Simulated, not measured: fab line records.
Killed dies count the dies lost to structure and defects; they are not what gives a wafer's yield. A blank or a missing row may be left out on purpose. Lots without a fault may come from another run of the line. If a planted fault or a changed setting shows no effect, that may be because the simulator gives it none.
Which tool is to blame? :: flow gf180mcu :: 12 lots with 36 wafers sampled at 2 steps, on a route of 602 steps

== WHAT EACH GAUGE READ, for each wafer ==
GF_V1_THK_MEAS_01.
lot: L075
measured: day 17 06:52
on: film-metro-02
V1_CVD_00_THK (nm): 619 610 619

lot: L077
measured: day 18 15:37
on: film-metro-02
V1_CVD_00_THK (nm): 610 616 609

lot: L079
measured: day 19 06:26
on: film-metro-04
V1_CVD_00_THK (nm): 609 612 622

lot: L081
measured: day 19 22:08
on: film-metro-04
V1_CVD_00_THK (nm): 610 624 616

lot: L083
measured: day 20 11:20
on: film-metro-04
V1_CVD_00_THK (nm): 607 611 611

lot: L085
measured: day 21 15:30
on: film-metro-01
V1_CVD_00_THK (nm): 624 623 615

lot: L087
measured: day 22 01:43
on: film-metro-02
V1_CVD_00_THK (nm): 616 612 612

lot: L089
measured: day 22 18:26
on: film-metro-02
V1_CVD_00_THK (nm): 616 610 608

lot: L091
measured: day 23 08:02
on: film-metro-02
V1_CVD_00_THK (nm): 617 613 625

lot: L093
measured: day 23 22:06
on: film-metro-04
V1_CVD_00_THK (nm): 617 618 629

lot: L095
measured: day 24 17:50
on: film-metro-01
V1_CVD_00_THK (nm): 612 621 615

lot: L097
measured: day 25 02:23
on: film-metro-02
V1_CVD_00_THK (nm): 611 600 621

== WHICH TOOL RAN EACH LOT (tool, then ch and the chambers of the sampled wafers, then the start) ==
lot: L075
GF_STI_ETCH_13: rie-diel-03 ch 0,1,3, day 2 05:56

lot: L077
GF_STI_ETCH_13: rie-diel-02 ch 1,2,3, day 2 16:29

lot: L079
GF_STI_ETCH_13: rie-diel-02 ch 1,3, day 3 03:56

lot: L081
GF_STI_ETCH_13: rie-diel-03 ch 2,3, day 3 16:26

lot: L083
GF_STI_ETCH_13: rie-diel-03 ch 0,1,3, day 3 23:56

lot: L085
GF_STI_ETCH_13: rie-diel-04 ch 0,3, day 4 11:26

lot: L087
GF_STI_ETCH_13: rie-diel-02 ch 1,2, day 4 20:29

lot: L089
GF_STI_ETCH_13: rie-diel-02 ch 0,2,3, day 5 06:50

lot: L091
GF_STI_ETCH_13: rie-diel-04 ch 0,2, day 5 18:37

lot: L093
GF_STI_ETCH_13: rie-diel-03 ch 0,1,3, day 6 03:01

lot: L095
GF_STI_ETCH_13: rie-diel-04 ch 0,1,2, day 6 14:05

lot: L097
GF_STI_ETCH_13: rie-diel-03 ch 0,1,2, day 6 23:44
- GF_STI_ETCH_13: etches the open film in CHF3/O2, stops on Si, target depth 282.31 nm, time 112.9 s.

== THE ANSWER, worked out from the rows above alone ==
Rule: the lots themselves supply what counts as usual. The widest of any qualifying gaps counts: lots, ordered by their means at a reading, are off when they make up no more than a third of the lots, leave a main group of 4 or more, and stand apart from it by 3 or more times the standard deviation of that group's means. The tables above print the reading to a certain number of digits; a main group whose means all agree to those digits is not used. Also off: a lot with no number at a reading for which 4 or more lots have one. Where the step has rows for the other lots, those lots are counted as sound.
No lot is off on any of the readings shown, so nothing can be concluded from this.

== WHAT THE SIMULATOR HAD INSERTED ==
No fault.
